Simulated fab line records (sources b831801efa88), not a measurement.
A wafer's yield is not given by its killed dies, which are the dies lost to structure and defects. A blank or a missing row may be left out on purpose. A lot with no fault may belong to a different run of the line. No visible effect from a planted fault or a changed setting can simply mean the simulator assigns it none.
Which tool was responsible? / flow sky130 / 8 lots, 24 wafers sampled, at 2 steps of a route of 708

== WHAT THE GAUGES SHOWED, per wafer ==
SKY_LDD_LDN_TW_MEAS_13.
lot=L288; measured=day 22 16:56; on=filmMetro-04; LDD_LDN_TW=1476 1469 1456
lot=L289; measured=day 23 09:56; on=filmMetro-03; LDD_LDN_TW=1478 1472 1475
lot=L290; measured=day 23 14:59; on=filmMetro-03; LDD_LDN_TW=1482 1479 1480
lot=L291; measured=day 23 18:26; on=filmMetro-04; LDD_LDN_TW=1472 1462 1470
lot=L292; measured=day 24 16:46; on=filmMetro-03; LDD_LDN_TW=1417 1413 1423
lot=L293; measured=day 24 23:05; on=filmMetro-04; LDD_LDN_TW=1410 1403 1410
lot=L294; measured=day 25 08:18; on=filmMetro-03; LDD_LDN_TW=1409 1412 1415
lot=L295; measured=day 25 19:41; on=filmMetro-04; LDD_LDN_TW=1417 1416 1408

== WHAT TOOL EACH LOT RAN ON (gives the tool, then ch and the chambers of the sampled wafers, and finally the start) ==
lot=L288; SKY_LDD_LDN_IMPLANT_09=implanter-04 ch 0, day 22 16:23
lot=L289; SKY_LDD_LDN_IMPLANT_09=implanter-02 ch 0, day 23 09:23
lot=L290; SKY_LDD_LDN_IMPLANT_09=implanter-04 ch 0, day 23 14:26
lot=L291; SKY_LDD_LDN_IMPLANT_09=implanter-02 ch 0, day 23 17:54
lot=L292; SKY_LDD_LDN_IMPLANT_09=implanter-02 ch 0, day 24 16:13
lot=L293; SKY_LDD_LDN_IMPLANT_09=implanter-02 ch 0, day 24 22:32
lot=L294; SKY_LDD_LDN_IMPLANT_09=implanter-03 ch 0, day 25 07:47
lot=L295; SKY_LDD_LDN_IMPLANT_09=implanter-04 ch 0, day 25 19:07
- SKY_LDD_LDN_IMPLANT_09

== THE ANSWER, worked out from the rows above alone ==
Rule: what is usual is taken from the lots themselves. Put in order of their means at a reading, lots are off if they are a third of the lots or fewer, leave a main group of 4 or more, and stand apart from it by a gap of 3 or more times the standard deviation of the main group's means; of several such gaps the widest counts. If all means in a main group match to the digits the tables above print for the reading, that group is not used. Also off: a lot with no number at a reading for which 4 or more lots have one. Where the step has rows for the other lots, those lots are counted as sound.
Across all readings shown, no lot is off: no conclusion can be drawn from this.

== WHAT THE SIMULATOR HAD INSERTED ==
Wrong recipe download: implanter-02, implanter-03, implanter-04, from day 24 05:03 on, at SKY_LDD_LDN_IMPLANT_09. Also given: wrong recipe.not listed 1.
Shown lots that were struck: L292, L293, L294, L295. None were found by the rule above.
